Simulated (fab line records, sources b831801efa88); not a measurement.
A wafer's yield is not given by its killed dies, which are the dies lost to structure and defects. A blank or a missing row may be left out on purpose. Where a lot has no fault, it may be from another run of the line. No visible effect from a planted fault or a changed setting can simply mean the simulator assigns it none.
What tool caused it? :: flow sky130 :: 42 wafers sampled from 14 lots at 1 step of a route of 708

WHAT EACH GAUGE READ, for each wafer
No reading from a measuring or inspecting step in the record can be judged against a usual standard deviation.

EACH LOT AND THE TOOL THAT RAN IT (in order: tool; ch and the chambers of the sampled wafers; start)
lot: L820
SKY_VIA1_PEB_10: lithoTrack-02 ch 0, day 34 16:00

lot: L821
SKY_VIA1_PEB_10: lithoTrack-04 ch 0, day 35 00:00

lot: L822
SKY_VIA1_PEB_10: lithoTrack-03 ch 0, day 35 10:00

lot: L824
SKY_VIA1_PEB_10: lithoTrack-02, day 35 21:00

lot: L823
SKY_VIA1_PEB_10: lithoTrack-03, day 36 01:00

lot: L831
SKY_VIA1_PEB_10: lithoTrack-03 ch 0, day 38 02:00

lot: L833
SKY_VIA1_PEB_10: lithoTrack-03 ch 0, day 38 17:00

lot: L834
SKY_VIA1_PEB_10: lithoTrack-04 ch 0, day 38 23:00

lot: L836
SKY_VIA1_PEB_10: lithoTrack-03 ch 0, day 39 13:00

lot: L838
SKY_VIA1_PEB_10: lithoTrack-03 ch 0, day 40 02:00

lot: L839
SKY_VIA1_PEB_10: lithoTrack-02 ch 0, day 40 11:00

lot: L841
SKY_VIA1_PEB_10: lithoTrack-04 ch 0, day 41 01:00

lot: L840
SKY_VIA1_PEB_10: lithoTrack-02 ch 0, day 41 07:00

lot: L842
SKY_VIA1_PEB_10: lithoTrack-02 ch 0, day 41 08:00
- SKY_VIA1_PEB_10

AS READ BY THE TOOLS THEMSELVES (means over the sampled wafers that have a number; for cases with no such wafer, the mark the record gives instead)
SKY_VIA1_PEB_10. Usual: 44.8 Pa for exhaustPa, sd 0.94.
lot: L820
tool: lithoTrack-02
exhaustPa (Pa): 44.8
flag: 

lot: L821
tool: lithoTrack-04
exhaustPa (Pa): 43.8
flag: 

lot: L822
tool: lithoTrack-03
exhaustPa (Pa): 44.7
flag: 

lot: L824
tool: lithoTrack-02
exhaustPa (Pa): -
flag: OFF

lot: L823
tool: lithoTrack-03
exhaustPa (Pa): -
flag: OFF

lot: L831
tool: lithoTrack-03
exhaustPa (Pa): 44.4
flag: 

lot: L833
tool: lithoTrack-03
exhaustPa (Pa): 45.3
flag: 

lot: L834
tool: lithoTrack-04
exhaustPa (Pa): 44.4
flag: 

lot: L836
tool: lithoTrack-03
exhaustPa (Pa): 45.5
flag: 

lot: L838
tool: lithoTrack-03
exhaustPa (Pa): 44.5
flag: 

lot: L839
tool: lithoTrack-02
exhaustPa (Pa): 44.8
flag: 

lot: L841
tool: lithoTrack-04
exhaustPa (Pa): 44.7
flag: 

lot: L840
tool: lithoTrack-02
exhaustPa (Pa): 46.1
flag: 

lot: L842
tool: lithoTrack-02
exhaustPa (Pa): 44.2
flag: 

THE ANSWER, worked out from the rows above alone
Rule: lot off if the mean of its wafers having a number is beyond 3 standard deviations from the usual mean. A lot without any number at a reading at which 4 lots or more have one is off too. The other lots that the step has rows for count as sound. After the gauges, taken in route order, come the tools' own readings; for these a lot's mean is taken, as printed above. At the first step where some lot is off, the reading lying furthest off is the one used; lots without a number count as furthest.
Off: L824, L823 (SKY_VIA1_PEB_10, exhaustPa). Without a number there: L824, L823.
If a tool, at that step or one of the process steps before it, ran each lot that is off and ran no sound lot following the first of them, it fits. Of those tried, none fits.

WHAT WAS PUT IN BY THE SIMULATOR
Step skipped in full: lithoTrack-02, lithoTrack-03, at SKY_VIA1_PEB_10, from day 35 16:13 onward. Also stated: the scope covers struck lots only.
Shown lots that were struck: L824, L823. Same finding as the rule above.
